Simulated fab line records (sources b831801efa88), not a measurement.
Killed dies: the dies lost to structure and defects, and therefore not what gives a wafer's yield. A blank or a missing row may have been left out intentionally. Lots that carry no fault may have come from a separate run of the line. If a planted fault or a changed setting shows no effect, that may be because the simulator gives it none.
Which of the tools did it? | flow gf180mcu | 6 lots with 18 wafers sampled at 2 steps, on a route of 602 steps

WHAT THE GAUGES READ, wafer by wafer
GF_VT_IMPLANT_TW_MEAS_21.
lot  | measured     | on            | VT_IMPLANT_2_TW
L484 | day 6 20:43  | film metro-02 | 1200 1198 1203
L488 | day 8 07:32  | film metro-03 | 1218 1211 1213
L491 | day 8 23:30  | film metro-02 | 1198 1193 1194
L493 | day 9 07:24  | film metro-03 | 1230 1216 1227
L495 | day 9 18:50  | film metro-02 | 29 29 1195
L504 | day 12 02:54 | film metro-03 | 1215 1216 1213

WHAT TOOL EACH LOT RAN ON (gives the tool, then ch and the chambers of the sampled wafers, and finally the start)
lot  | GF_VT_IMPLANT_DEVELOP_17
L484 | litho track-02 ch 0, day 6 20:19
L488 | litho track-01 ch 0, day 8 07:06
L491 | litho track-01 ch 0, day 8 23:05
L493 | litho track-03 ch 0, day 9 07:01
L495 | litho track-01 ch 0, day 9 18:24
L504 | litho track-02 ch 0, day 12 02:28
- GF_VT_IMPLANT_DEVELOP_17: develop time 60 s.

THE ANSWER, worked out from the rows above alone
Rule: the lots themselves supply what counts as usual. The widest of any qualifying gaps counts: lots, ordered by their means at a reading, are off when they make up no more than a third of the lots, leave a main group of 4 or more, and stand apart from it by 3 or more times the standard deviation of that group's means. A main group is skipped when, at the precision printed for the reading in the tables above, its means are all equal. A lot without any number at a reading at which 4 lots or more have one is off too. All remaining lots with rows at the step are treated as sound.
Off: at GF_VT_IMPLANT_TW_MEAS_21 (VT_IMPLANT_2_TW), L495. For the main group the mean is 1210 and the standard deviation 11.
A tool fits if, at a process step before that reading, it ran every lot that is off, and no sound lot after the first of them. Gauges at GF_VT_IMPLANT_TW_MEAS_21: tried the same way as those tools. Can't be told from this: 2 tools fit, litho track-01 at GF_VT_IMPLANT_DEVELOP_17, film metro-02 at GF_VT_IMPLANT_TW_MEAS_21.

WHAT THE SIMULATOR HAD INSERTED
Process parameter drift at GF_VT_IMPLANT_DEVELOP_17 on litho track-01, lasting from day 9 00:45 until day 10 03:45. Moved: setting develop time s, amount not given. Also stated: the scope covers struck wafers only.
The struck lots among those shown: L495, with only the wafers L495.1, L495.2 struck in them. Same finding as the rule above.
